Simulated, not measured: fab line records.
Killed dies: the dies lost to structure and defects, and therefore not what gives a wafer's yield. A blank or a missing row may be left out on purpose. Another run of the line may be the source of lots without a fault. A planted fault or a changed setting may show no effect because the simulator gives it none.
Struck lot and sound lot, side by side ; flow sky130 ; 16 steps out of a route of 708
Sound: wafers L256.2, L256.3, L256.4. Struck: wafers L248.1, L248.2, L248.4. Last of all comes the cause.
For every step that has rows: the tool of each side, followed by ch and its chambers, followed by its first start. Under that, the readings that differ: sound wafers ; struck wafers ; difference of the means ; sigmas: that difference in standard deviations of wafers without a fault.
alike: same words and numbers on both sides, and readings whose means sit less than 2 such deviations apart. not compared: any withheld reading, any reading some wafer has no value for, any bound like >300 that may hide the same value, and any number with overlapping values for which the record gives no deviation.
A row with sigmas, a row that says differs or no value, or rows on one side alone: a step with any of these is where the two part. Numbers that have no deviation but don't overlap get no sigmas and don't part them. A reading that every wafer of one side lacks parts them only if that side has two wafers or more.

first, 3 steps without rows for these wafers: SKY_VIA1_EXPOSE_09 (exposes mask VIM, target cd 150 nm); SKY_VIA1_PEB_10; SKY_VIA1_DEVELOP_11 (develop time 60 s).
SKY_VIA1_CD_MEAS_12 targets a cd of 150 nm.
  sound: cd sem-01 at day 38 08:20; struck: cd sem-01 at day 35 11:48
  alike: cd nm
SKY_VIA1_OVL_MEAS_13:
  sound: overlay-02 at day 38 08:26; struck: overlay-01 at day 35 11:55
  alike: VIA1_OVL
SKY_VIA1_ETCH_14: etches BARC in N2/H2, stops on SiO2, time 45.9 s, target depth 60 nm.
  sound on rie diel-04 ch 0,1, day 38 08:28; struck on rie diel-01 ch 0,1,3, day 35 11:58
  alike: chamber pressure mTorr, drypump motor current A, oes product au, throttle valve pct
  not compared: rf hours counter h
SKY_VIA1_ETCH_15: etches SiO2 in C4F8/O2/Ar, stops on TiN, target depth 351 nm, time 54 s.
  sound on rie diel-04 ch 0,1, day 38 08:30; struck on rie diel-01 ch 0,1,3, day 35 12:00
  alike: chamber pressure mTorr, oes product au
  not compared: rf hours counter h
SKY_VIA1_STRIP_16: strips in O2/N2.
  sound on plasma asher-01 ch 0,1, day 38 08:33; struck on plasma asher-03 ch 0,1, day 35 12:03
  alike: chamber pressure mTorr, drypump motor current A, oes product au, strip time to endpoint s
  not compared: rf hours counter h
then, 3 steps without rows for these wafers: SKY_VIA1_STRIP_17 (strips in post etch residue remover, time 1200 s); SKY_VIA1_CLEAN_18 (cleans in IPA, time 180 s); SKY_VIA1_CLEAN_19 (cleans in O3/DIW).
SKY_VIA1_SPUTTER_20: material TiN, target thk 20 nm, time 80 s.
  sound: pvd sputter-01 at day 38 09:08; struck: pvd sputter-02 at day 35 12:39
  alike: chamber pressure pa, throttle valve pct
SKY_VIA1_CVD_21: deposits W, target thk 270 nm, time 80.902 s.
  sound on cvd w-02 ch 0,1, day 38 09:12; struck on cvd w-02 ch 0,1, day 35 12:43
reading;sound;struck;difference;sigmas
model.W_of_VIA1_CVD_21.thk nm (nm);269.4 266.6 267.7;251.4 245.9 246.9;-19.8;
  alike: heater power w
SKY_VIA1_RS_MEAS_22: measures by four-point-probe.
  sound: film metro-03 at day 38 09:19; struck: film metro-02 at day 35 12:48
reading;sound;struck;difference;sigmas
VIA1_W_RS (ohm/sq);0.428 0.433 0.432;0.457 0.468 0.465;+0.032;+4
SKY_VIA1_THK_MEAS_23: measures by xrf.
  sound: film metro-03 at day 38 09:26; struck: film metro-02 at day 35 12:55
reading;sound;struck;difference;sigmas
VIA1_W_THK (nm);269 265 266;250 243 246;-20;-4
SKY_VIA1_CMP_24: polishes, stops on SiO2, t overpolish 15 s, target thk 0 nm.
  sound on cmp-02 ch 0,1,2, day 38 09:29; struck on cmp-02 ch 0,1,2, day 35 12:59
  alike: motor current A, retaining ring pressure frac

== WHERE THEY PART ==
Last at SKY_VIA1_THK_MEAS_23 as far as this record goes, first at SKY_VIA1_RS_MEAS_22. Later steps at which nothing parts them and some readings are alike: SKY_VIA1_CMP_24.

WHY: what had been put in by the simulator
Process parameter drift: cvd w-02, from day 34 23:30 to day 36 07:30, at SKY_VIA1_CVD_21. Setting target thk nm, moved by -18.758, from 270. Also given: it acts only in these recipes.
